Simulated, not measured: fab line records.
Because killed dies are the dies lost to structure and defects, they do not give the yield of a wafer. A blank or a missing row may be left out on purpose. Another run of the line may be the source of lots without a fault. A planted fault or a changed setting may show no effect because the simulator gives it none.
fab line records -- flow gf180mcu
[record] lots = 7, wafers = 18, lastDay = 34
route steps=602 shown STI@3 PASSIVATION@602
lots untouched by any fault: they come from a run of this same line in which no faults occurred
startH: the number of hours between the record's first day and the start of the first shown wafer of the lot -- waitH: time in hours since the lot's previous step -- " unchanged from the row above -- L1.1+2: a single row standing in for several wafers -- - no value present, or no start provided -- * or withheld: withheld -- < > ~ a bound
route shown NAME@n: a module of which the file shows steps, and the number in the route of the first -- usual: mean/standard deviation of fault-free wafers -- same: alike in all rows -- chamber/n: place in a boat -- sites: each site's reading -- _std_site: the values' standard deviation -- _edge_site: inner sites' mean taken away from outer sites' mean -- radiusMm: for every site, how far away it sits from the centre of the wafer -- mask NAME#n: copy n -- behind: tool/chamber where the wafer was last shaped -- hold: reason for holding the lot/hours on hold/outcome of the hold -- device: which transistor (n, p or np) failed to switch -- end of line: tests of these same wafers at the route's end -- for a step that has no rows: nothing shown but its recipe -- killed: dies lost to structure and defects at the first sort, not the wafer's yield -- map: a wafer's dies, marking killed ones x, the rest . and places with no die _
set.NAME: the setting the step ran with; set.NAME@STEP: the setting that earlier step ran with -- model.NAME: the simulator's own value behind a step, which no gauge read
lots seen at some steps along the route; tables by step, rows by wafer
services: the hour from which a tool's chamber was out of use, counted from the record's first day as startH (under 0 if before that day), plus the number of hours and why
[[steps]]
[step GF_STI_THK_MEAS_02]
[recipe] reads = SiO2_of_STI_OXIDATION_01
[usual] STI_OXIDATION_THK = 10.02/0.19
lot.wafer,tool,chamber,startH,waitH,STI_OXIDATION_THK[nm]
L126.2,filmMetro-02,-,22.11,0.0,10.16
L126.3,filmMetro-02,-,22.11,0.0,10.32
L126.6,filmMetro-02,-,22.11,0.0,10.18
L129.3,filmMetro-02,-,36.53,0.0,10.12
L129.4,filmMetro-02,-,36.53,0.0,10.06
L129.6,filmMetro-02,-,36.53,0.0,10.10
L131.1,filmMetro-02,-,46.67,0.0,10.03
L131.3,filmMetro-02,-,46.67,0.0,10.06
L132.1,filmMetro-02,-,51.51,0.0,9.92
L132.4,filmMetro-02,-,51.51,0.0,9.77
L132.5,filmMetro-02,-,51.51,0.0,9.83
L135.3,filmMetro-02,-,67.58,0.0,10.19
L135.6,filmMetro-02,-,67.58,0.0,10.10
L137.4,filmMetro-02,-,81.33,0.0,10.08
L137.6,filmMetro-02,-,81.33,0.0,9.89
L147.1,filmMetro-02,-,126.51,0.0,9.92
L147.2,filmMetro-02,-,126.51,0.0,10.21
L147.6,filmMetro-02,-,126.51,0.0,10.06
[step GF_STI_CVD_03]
[recipe] material = Si3N4, precursor = DCS/NH3, targetThkNm = 207.16, tempC = 770, timeS = 3551, pressureMtorr = 250
[step GF_STI_THK_MEAS_04]
[recipe] reads = Si3N4_of_STI_CVD_03
[usual] STI_CVD_03_THK = 207.2/1.6
lot.wafer,tool,chamber,startH,waitH,STI_CVD_03_THK[nm]
L126.2,filmMetro-02,-,25.15,0.0,206.6
L126.3,filmMetro-02,-,25.15,0.0,207.7
L126.6,filmMetro-02,-,25.15,0.0,208.7
L129.3,filmMetro-04,-,38.58,0.0,209.0
L129.4,filmMetro-04,-,38.58,0.0,207.9
L129.6,filmMetro-04,-,38.58,0.0,210.1
L131.1,filmMetro-03,-,48.71,0.0,211.3
L131.3,filmMetro-03,-,48.71,0.0,209.7
L132.1,filmMetro-03,-,53.56,0.0,205.7
L132.4,filmMetro-03,-,53.56,0.0,204.9
L132.5,filmMetro-03,-,53.56,0.0,204.4
L135.3,filmMetro-02,-,70.62,0.0,204.8
L135.6,filmMetro-02,-,70.62,0.0,204.1
L137.4,filmMetro-04,-,84.37,0.0,204.6
L137.6,filmMetro-04,-,84.37,0.0,206.2
L147.1,filmMetro-02,-,128.56,0.0,208.5
L147.2,filmMetro-02,-,128.56,0.0,207.4
L147.6,filmMetro-02,-,128.56,0.0,206.9
[step GF_STI_DEHYDRATE_05]
[recipe] tempC = 200, timeS = 60
[step GF_STI_HMDS_06]
[recipe] primeTimeS = 60, primeTempC = 120
[step GF_STI_COAT_07]
[recipe] resist = KrF, spinRpm = withheld, resistThkNm = 700
[step GF_STI_SOFTBAKE_08]
[recipe] tempC = 130, timeS = 60, resist = KrF
[step GF_STI_EXPOSE_09]
[recipe] maskId = COMP, targetCdNm = 220, na = 0.68, sourceShape = conventional, sigmaOuter = 0.6, doseMj = 28
[step GF_STI_PEB_10]
[recipe] pebTempC = 135, pebTimeS = 90, resist = KrF
[step GF_STI_DEVELOP_11]
[recipe] developTimeS = 60, devTempC = 21
[step GF_STI_CD_MEAS_12]
[recipe] targetCdNm = 220
[usual] cdNm = 220.4/1.4
lot.wafer,tool,chamber,startH,waitH,cdNm
L126.2,cdSem-02,-,37.19,0.1,220.8
L126.3,cdSem-02,-,37.19,0.1,220.7
L126.6,cdSem-02,-,37.19,0.1,221.1
L129.3,cdSem-01,-,50.54,0.1,222.6
L129.4,cdSem-01,-,50.54,0.1,222.0
L129.6,cdSem-01,-,50.54,0.1,223.9
L131.1,cdSem-01,-,61.12,0.1,219.8
L131.3,cdSem-01,-,61.12,0.1,219.2
L132.1,cdSem-02,-,66.20,0.1,220.3
L132.4,cdSem-02,-,66.20,0.1,220.3
L132.5,cdSem-02,-,66.20,0.1,219.8
L135.3,cdSem-02,-,83.16,0.1,220.4
L135.6,cdSem-02,-,83.16,0.1,220.6
L137.4,cdSem-02,-,97.21,0.1,218.8
L137.6,cdSem-02,-,97.21,0.1,219.4
L147.1,cdSem-02,-,143.07,0.1,222.6
L147.2,cdSem-02,-,143.07,0.1,223.1
L147.6,cdSem-02,-,143.07,0.1,222.1
[step GF_STI_ETCH_13]
[recipe] chemistry = CHF3/O2, stopOn = Si, overEtchFrac = 0.3, targetDepthA = 2823.1, sourceW = 600, biasW = 200, pressureMtorr = 40, chf3FlowSccm = 50, O2_flow_sccm = 5, timeS = 112.9
[usual] O2_flow_sccm = 5.000/0.014, drypumpMotorCurrentA = 5.9/0.55, oesProductAu = 0.832/0.0059, runLengthS = 141.3/0.43, throttleValvePct = 8.809/0.0097
lot.wafer,tool,chamber,startH,waitH,O2_flow_sccm,drypumpMotorCurrentA,oesProductAu,rfHoursCounterH,runLengthS,throttleValvePct
L126.2,rieDiel-01,0,37.29,0.1,4.984,6.0,0.826,18,141.0,8.813
L126.3,rieDiel-01,1,37.29,0.1,4.997,6.5,0.827,63,141.9,8.801
L126.6,rieDiel-01,0,37.29,0.1,4.983,6.0,0.837,-,140.8,8.819
L129.3,rieDiel-01,2,50.62,0.1,4.990,6.6,0.835,87,141.6,8.823
L129.4,rieDiel-01,3,50.62,0.1,4.998,6.1,0.834,152,140.7,8.827
L129.6,rieDiel-01,1,50.62,0.1,5.016,6.5,0.833,-,141.6,8.808
L131.1,rieDiel-02,1,61.24,0.1,4.985,6.4,0.837,99,142.2,8.817
L131.3,rieDiel-02,0,61.24,0.1,4.986,5.7,0.834,130,141.1,8.809
L132.1,rieDiel-01,0,66.32,0.1,5.007,5.9,0.824,19,140.8,8.807
L132.4,rieDiel-01,3,66.32,0.1,4.995,6.1,0.835,153,140.9,8.811
L132.5,rieDiel-01,0,66.32,0.1,5.016,6.0,0.821,-,141.3,8.810
L135.3,rieDiel-04,3,83.24,0.1,5.003,5.3,0.827,171,141.0,8.808
L135.6,rieDiel-04,1,83.24,0.1,4.988,4.6,0.820,-,141.7,8.808
L137.4,rieDiel-04,2,97.27,0.0,5.028,5.8,0.831,2,140.6,8.817
L137.6,rieDiel-04,1,97.27,0.0,5.030,4.6,0.834,-,141.5,8.794
L147.1,rieDiel-02,3,143.19,0.1,5.012,5.2,0.842,96,141.2,8.813
L147.2,rieDiel-02,2,143.19,0.1,5.008,5.7,0.841,63,141.9,8.819
L147.6,rieDiel-02,2,143.19,0.1,5.003,5.7,0.831,-,141.7,8.814
[step GF_STI_ETCH_14]
[recipe] target = Si, chemistry = HBr/Cl2/O2, targetDepthNm = 360, icpW = 600, biasW = 150, pressureMtorr = 15, HBr_flow_sccm = 150, Cl2_flow_sccm = 40, O2_flow_sccm = 6, timeS = 102.9
[usual] O2_flow_sccm = 6.004/0.018, drypumpMotorCurrentA = 5.7/0.52, oesProductAu = 1.003/0.011, runLengthS = 131.6/0.4, throttleValvePct = 25.655/0.011
lot.wafer,tool,chamber,startH,waitH,O2_flow_sccm,drypumpMotorCurrentA,oesProductAu,rfHoursCounterH,runLengthS,throttleValvePct,model.STI.featureDepthNm,model.etch.depthNm,model.KrF_of_STI_COAT_07.thkNm
L126.2,rieSi-01,1,37.37,0.0,6.014,6.6,1.010,33,131.6,25.654,363.5,363.5,313.5
L126.3,rieSi-01,0,37.37,0.0,6.017,5.1,0.999,142,130.7,25.649,357.1,357.1,325.9
L126.6,rieSi-01,1,37.37,0.0,6.015,6.6,1.014,-,131.8,25.644,367.2,367.2,312.7
L129.3,rieSi-02,1,50.70,0.0,5.997,6.3,0.991,157,131.4,25.657,358.6,358.6,320
L129.4,rieSi-02,3,50.70,0.0,5.999,5.2,1.008,70,131.7,25.646,362.3,362.3,319.7
L129.6,rieSi-02,0,50.70,0.0,5.995,5.9,1.025,-,131.8,25.635,372,372,323.9
L131.1,rieSi-02,3,61.32,0.0,6.000,5.2,1.011,70,131.6,25.657,365.1,365.1,318.4
L131.3,rieSi-02,0,61.32,0.0,5.983,5.9,1.009,87,90.7,25.642,223,223,368.6
L132.1,rieSi-01,1,66.40,0.0,5.988,6.7,0.999,33,132.0,25.652,361.7,361.7,309
L132.4,rieSi-01,2,66.40,0.0,5.995,5.3,0.990,3,131.9,25.655,350,350,318.1
L132.5,rieSi-01,2,66.40,0.0,5.971,5.3,0.980,-,132.2,25.677,350.7,350.7,315.7
L135.3,rieSi-02,2,83.32,0.0,5.992,5.9,1.004,15,90.3,25.660,217.6,217.6,367.2
L135.6,rieSi-02,3,83.32,0.0,5.996,5.2,1.013,-,91.1,25.657,221.4,221.4,363.8
L137.4,rieSi-02,3,97.35,0.0,6.027,5.2,1.013,70,131.7,25.652,368,368,310.3
L137.6,rieSi-02,3,97.35,0.0,6.009,5.2,1.024,-,90.7,25.666,221,221,364.1
L147.1,rieSi-01,0,143.27,0.0,5.994,5.2,0.998,0,131.1,25.673,356.7,356.7,326.8
L147.2,rieSi-01,3,143.27,0.0,6.005,5.7,0.994,5,131.3,25.650,362.4,362.4,316.7
L147.6,rieSi-01,3,143.27,0.0,6.014,5.7,1.011,-,131.8,25.644,365,365,316.1
[step GF_STI_STRIP_15]
[recipe] chemistry = O2/N2, powerW = 1400, pressureMtorr = 1500, platenTempC = 250, o2FlowSccm = 3000, n2FlowSccm = 300, overashFraction = 0.5
[usual] drypumpMotorCurrentA = 5.6/0.71, heaterPowerW = 354/30, oesProductAu = 0.383/0.0056, stripTimeToEndpointS = 3.71/0.058
lot.wafer,tool,chamber,startH,waitH,drypumpMotorCurrentA,heaterPowerW,oesProductAu,rfHoursCounterH,stripTimeToEndpointS
L126.2,plasmaAsher-04,0,37.45,0.0,6.0,381,0.374,23,3.67
L126.3,plasmaAsher-04,1,37.45,0.0,5.2,395,0.380,-,3.80
L126.6,plasmaAsher-04,1,37.45,0.0,5.2,411,0.387,-,3.64
L129.3,plasmaAsher-04,0,50.81,0.1,6.1,391,0.378,-,3.73
L129.4,plasmaAsher-04,1,50.81,0.1,5.1,403,0.390,-,3.72
L129.6,plasmaAsher-04,1,50.81,0.1,5.2,405,0.382,-,3.77
L131.1,plasmaAsher-03,1,61.39,0.0,4.9,318,0.385,38,3.70
L131.3,plasmaAsher-03,0,61.39,0.0,4.7,360,0.395,-,4.23
L132.1,plasmaAsher-04,0,66.48,0.0,6.0,385,0.382,26,3.60
L132.4,plasmaAsher-04,0,66.48,0.0,6.0,391,0.385,-,3.70
L132.5,plasmaAsher-04,1,66.48,0.0,5.2,400,0.378,-,3.68
L135.3,plasmaAsher-02,0,83.43,0.1,6.7,337,0.408,-,4.22
L135.6,plasmaAsher-02,1,83.43,0.1,5.4,327,0.398,-,4.19
L137.4,plasmaAsher-03,1,97.46,0.1,4.9,329,0.381,-,3.63
L137.6,plasmaAsher-03,1,97.46,0.1,4.9,313,0.394,-,4.19
L147.1,plasmaAsher-03,0,143.34,0.0,4.7,365,0.385,47,3.80
L147.2,plasmaAsher-03,1,143.34,0.0,4.9,325,0.387,47,3.68
L147.6,plasmaAsher-03,1,143.34,0.0,4.9,324,0.384,-,3.68
[step GF_STI_CLEAN_16]
[recipe] chemistry = dHF, timeS = 25, dilution = 100:1
[step GF_PASSIVATION_PROBE_99]
lot.wafer,tool,chamber,startH,waitH,model.etest.pwellInDnwell.lineOhmUm,model.etest.ldpmos_10p0.rOnOhmUm,model.etest.pwellInDnwell.rsOhmSq,model.etest.ldnmos_10p0.rOnOhmUm,model.etest.pDrift.rsOhmSq,model.etest.nDrift.rsOhmSq,model.etest.nwell.lineOhmUm,model.etest.nwell.rsOhmSq
L126.2,prober-01,-,684.85,0.1,4438,1.116e+04,2638,3771,2520,1181,1233,1061
L126.3,prober-01,-,684.90,0.2,4366,1.106e+04,2561,3700,2460,1164,1208,1042
L126.6,prober-01,-,685.05,0.2,4597,1.116e+04,2725,3767,2562,1208,1240,1063
L129.3,prober-02,-,708.95,0.2,3967,1.142e+04,2392,3739,2408,1196,1211,1034
L129.4,prober-02,-,709.00,0.2,3993,1.136e+04,2413,3770,2418,1205,1214,1043
L129.6,prober-02,-,709.10,0.2,4096,1.143e+04,2479,3801,2480,1256,1256,1077
L131.1,prober-02,-,722.65,0.1,3888,1.136e+04,2384,3788,2388,1173,1188,1014
L131.3,prober-02,-,722.75,0.2,3040,1.04e+04,1846,3242,1897,850.4,948.6,796.8
L132.1,prober-01,-,737.70,0.1,4060,1.118e+04,2444,3743,2417,1209,1144,998
L132.4,prober-01,-,737.85,0.2,3880,1.092e+04,2350,3656,2321,1150,1133,971.8
L132.5,prober-01,-,737.90,0.2,3882,1.088e+04,2345,3679,2354,1158,1134,965.3
L135.3,prober-01,-,766.55,0.2,2993,1.008e+04,1814,3145,1880,846.9,903.7,771
L135.6,prober-01,-,766.70,0.2,3061,9915,1842,3131,1896,854.9,909.8,776.5
L137.4,prober-02,-,771.70,0.2,4273,1.116e+04,2507,3738,2570,1257,1222,1053
L137.6,prober-02,-,771.80,0.2,3154,1.035e+04,1868,3181,1900,864.9,922.3,809.9
L147.1,prober-02,-,817.20,0.1,3821,1.134e+04,2276,3763,2327,1139,1194,1008
L147.2,prober-02,-,817.25,0.1,3924,1.139e+04,2350,3792,2355,1164,1187,1018
L147.6,prober-02,-,817.45,0.2,3868,1.135e+04,2344,3798,2371,1173,1206,1031
// killed by level:class
L126.2 CONTACT:geometricParticle:open=7 V2:geometricParticle:open=6 V5:geometricParticle:open=6 V4:geometricParticle:open=4 M1:geometricParticle:short=3 V5:geometricParticle:short=3 STI:geometricParticle:open=2 V1:geometricParticle:short=2
L126.3 V5:geometricParticle:open=6 V3:geometricParticle:open=5 V1:geometricParticle:short=4 V1:geometricParticle:open=4 M5:geometricParticle:short=4 STI:geometricParticle:open=3 CONTACT:geometricParticle:open=3 V2:geometricParticle:open=3
L126.6 V5:geometricParticle:open=5 M3:geometricParticle:short=4 STI:geometricParticle:open=3 V1:geometricParticle:short=3 V1:geometricParticle:open=3 M2:geometricParticle:short=3 STI:geometricParticle:short=2 CONTACT:geometricParticle:short=2
L129.3 V3:geometricParticle:open=5 CONTACT:geometricParticle:open=5 V1:geometricParticle:short=5 STI:geometricParticle:open=4 M3:geometricParticle:short=4 V4:geometricParticle:open=4 M1:geometricParticle:short=3 V1:geometricParticle:open=3
L129.4 V3:geometricParticle:open=5 STI:geometricParticle:short=3 POLY_GATE:geometricParticle:open=3 CONTACT:geometricParticle:open=3 M1:geometricParticle:short=3 V5:geometricParticle:open=3 STI:geometricParticle:open=2 CONTACT:geometricParticle:short=2
L129.6 V1:geometricParticle:open=5 V4:geometricParticle:open=5 M3:geometricParticle:short=4 V3:geometricParticle:short=4 V3:geometricParticle:open=4 POLY_GATE:geometricParticle:open=2 CONTACT:geometricParticle:open=2 V4:geometricParticle:short=2
L132.1 M1:geometricParticle:short=5 STI:geometricParticle:short=4 CONTACT:geometricParticle:short=4 V1:geometricParticle:open=4 STI:geometricParticle:open=3 CONTACT:geometricParticle:open=3 V2:geometricParticle:short=2 V2:geometricParticle:open=2
L132.4 V3:geometricParticle:open=8 STI:geometricParticle:short=6 V1:geometricParticle:open=5 STI:geometricParticle:open=3 CONTACT:geometricParticle:open=3 M1:geometricParticle:short=3 V4:geometricParticle:open=3 V1:geometricParticle:short=2
L132.5 STI:geometricParticle:short=6 V1:geometricParticle:open=5 STI:geometricParticle:open=4 V1:geometricParticle:short=4 V4:geometricParticle:open=4 CONTACT:geometricParticle:open=3 V2:geometricParticle:open=3 V3:geometricParticle:open=3
L147.1 CONTACT:geometricParticle:open=4 V1:geometricParticle:open=4 V5:geometricParticle:open=4 V4:geometricParticle:open=4 POLY_GATE:geometricParticle:short=3 M3:geometricParticle:short=3 V2:geometricParticle:open=3 V3:geometricParticle:short=3
L147.2 V5:geometricParticle:open=6 V2:geometricParticle:open=5 MVPSD:coatMicrobubblePrinted=4 V1:geometricParticle:open=4 V4:geometricParticle:short=4 CONTACT:geometricParticle:short=3 M1:geometricParticle:short=3 V1:geometricParticle:short=3
L147.6 V4:geometricParticle:open=7 V5:geometricParticle:open=7 V3:geometricParticle:open=6 V2:geometricParticle:open=5 V4:geometricParticle:short=5 V5:geometricParticle:short=4 POLY_GATE:geometricParticle:short=3 CONTACT:geometricParticle:short=3
[[services]]
tool,chamber,startH,hours,kind
rieDiel-04,2,21.27,9.7,repair
rieSi-02,3,22.18,8.6,repair
rieDiel-02,1,36.28,2.9,repair
plasmaAsher-04,-,44.49,2.8,pm
plasmaAsher-03,-,56.77,2.8,pm
rieSi-02,1,56.83,-,clean
rieSi-02,1,56.83,12.2,scheduledDown
rieSi-02,1,56.83,12.2,ventCycle
rieDiel-02,3,57.17,7.8,repair
rieDiel-01,-,63.39,0.5,repair
rieDiel-04,2,90.07,3.0,repair
rieDiel-04,-,93.95,2.8,pm
rieDiel-04,3,106.11,7.6,repair
rieDiel-04,3,113.71,-,clean
rieDiel-04,3,113.71,25.8,scheduledDown
rieDiel-04,3,113.71,25.8,ventCycle
rieSi-01,0,114.12,-,clean
rieSi-01,0,114.12,17.2,scheduledDown
rieSi-01,0,114.12,17.2,ventCycle
rieSi-02,-,116.86,2.8,pm
rieSi-02,1,120.21,4.1,repair
rieDiel-04,0,124.61,3.6,repair
rieDiel-01,-,126.43,2.8,pm
rieDiel-02,3,137.60,4.7,repair
[[key]]
[firstSign] step = GF_STI_ETCH_14, reading = runLengthS, direction = down, sigmas = 99+, usual = *, struck = *
[effect] step = GF_STI_STRIP_15, reading = stripTimeToEndpointS, direction = up, sigmas = 8.5, usual = *, struck = *
[modelEffect] step = GF_STI_ETCH_14, value = STI.featureDepthNm, without = 366.3, struck = 220.8
[modelEffect] step = GF_PASSIVATION_PROBE_99, value = etest.pwellInDnwell.lineOhmUm, without = 4212, struck = 3062
metAt GF_STI_ETCH_14
struckWafers L131.3,L135.3,L135.6,L137.6
sortLeftOut L131.3,L135.3,L135.6,L137.6
testerLeftOut L131,L135,L137
onsetBetween 50.70 61.32
[fault] kind = processParameterDrift, tool = rieSi-02, chamber = -, onsetH = 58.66, steps = GF_STI_ETCH_14, channel = timeS, offset = *, shape = step, endH = 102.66, scope = struckWafersOnly, actsIn = *, stated = *
// testerLeftOut: of these lots the tester's yield and bins aren't shown, on N5 and GAA mostly nor the transistor test; their killed dies are dies lost to structure and defects alone, not to doping, threshold or leakage, so they don't give the yield
// sortLeftOut: the simulated sort isn't trusted on such a fault, so these wafers' sort isn't shown, and their yield isn't known
